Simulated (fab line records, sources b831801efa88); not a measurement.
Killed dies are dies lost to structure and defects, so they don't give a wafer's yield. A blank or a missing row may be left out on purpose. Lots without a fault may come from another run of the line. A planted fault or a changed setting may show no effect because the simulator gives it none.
One fault seen from 2 desks | flow gf180mcu | each desk has only its own numbers; what lay behind them comes last

THE TOOL OWNER'S DESK: pvd_sputter-04
The tool's own readings at GF_M3_SPUTTER_04 (material TiN, target thk 50 nm, time 41.7 s): means of the sampled wafers that have a number, for each lot that ran on this tool. A lot is out of limits, marked OUT, if its mean lies more than 4 standard deviations from the usual mean; the brackets give that distance.
Columns: A = cathode_dc_power_W at GF_M3_SPUTTER_04, usual 6500.1 W; B = throttle_valve_pct at GF_M3_SPUTTER_04, usual 30.1 %
lot  | first seen here | A                        | B
L527 | day 21 00:19    | 6499.3                   | 30.8
L530 | day 21 21:52    | 6499.6                   | 30.4
L536 | day 24 09:13    | 6500.1                   | 30.9
L538 | day 24 19:01    | 7687.6 (+99 or more) OUT | 30.5
L540 | day 25 11:41    | 7688.3 (+99 or more) OUT | 30.4
L541 | day 25 20:02    | 8875.5 (+99 or more) OUT | 30.0
This desk's finding: out of limits on L538, L540, L541; first on L538, day 24 19:01 (cathode_dc_power_W at GF_M3_SPUTTER_04). In limits: L527, L530, L536.

THE METROLOGY DESK
What the gauges read, lot by lot, whatever tool the lot ran on: means of the sampled wafers that have a number. A lot is out of limits, marked OUT, if its mean lies more than 4 standard deviations from the usual mean; the brackets give that distance.
Columns: A = M2_ALCU_THK at GF_M2_THK_MEAS_06, usual 446 nm; B = M3_ALCU_RS at GF_M3_RS_MEAS_05, usual 0.0694 ohm/sq; C = M3_ALCU_THK at GF_M3_THK_MEAS_06, usual 448 nm
lot  | first seen here | A   | B      | C
L527 | day 18 20:17    | 441 | 0.0696 | 444
L529 | day 19 12:52    | 450 | 0.0693 | 447
L530 | day 19 19:11    | 441 | 0.0694 | 448
L533 | day 21 05:12    | 436 | 0.0689 | 450
L536 | day 22 08:30    | 444 | 0.0692 | 451
L538 | day 22 18:52    | 451 | 0.0692 | 442
L540 | day 23 12:02    | 447 | 0.0699 | 432
L541 | day 23 22:25    | 447 | 0.0692 | 438
L545 | day 25 00:41    | 451 | 0.0685 | 453
L548 | day 26 02:07    | 445 | 0.0696 | 445
L549 | day 26 02:46    | 443 | 0.0697 | 447
This desk's finding: nothing out of limits on any of the 11 lots.

PUT TOGETHER
The tool owner's desk could have raised an alarm at day 24 19:01, on L538, L540, L541.
The metrology desk saw nothing out of limits.
The metrology desk has L538, L540, L541 on record, within its limits.
Of the lots named, all ran GF_M3_SPUTTER_04 on pvd_sputter-04.

WHAT THE SIMULATOR HAD PUT IN
Process parameter drift: pvd_sputter-04, from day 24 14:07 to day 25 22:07, at GF_M3_SPUTTER_04. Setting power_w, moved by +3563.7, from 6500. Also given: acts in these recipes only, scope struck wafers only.
Lots struck among those shown: L538, L540, L541.
Hours from the fault's start to each desk's first reading out of limits: the tool owner's desk, 5.
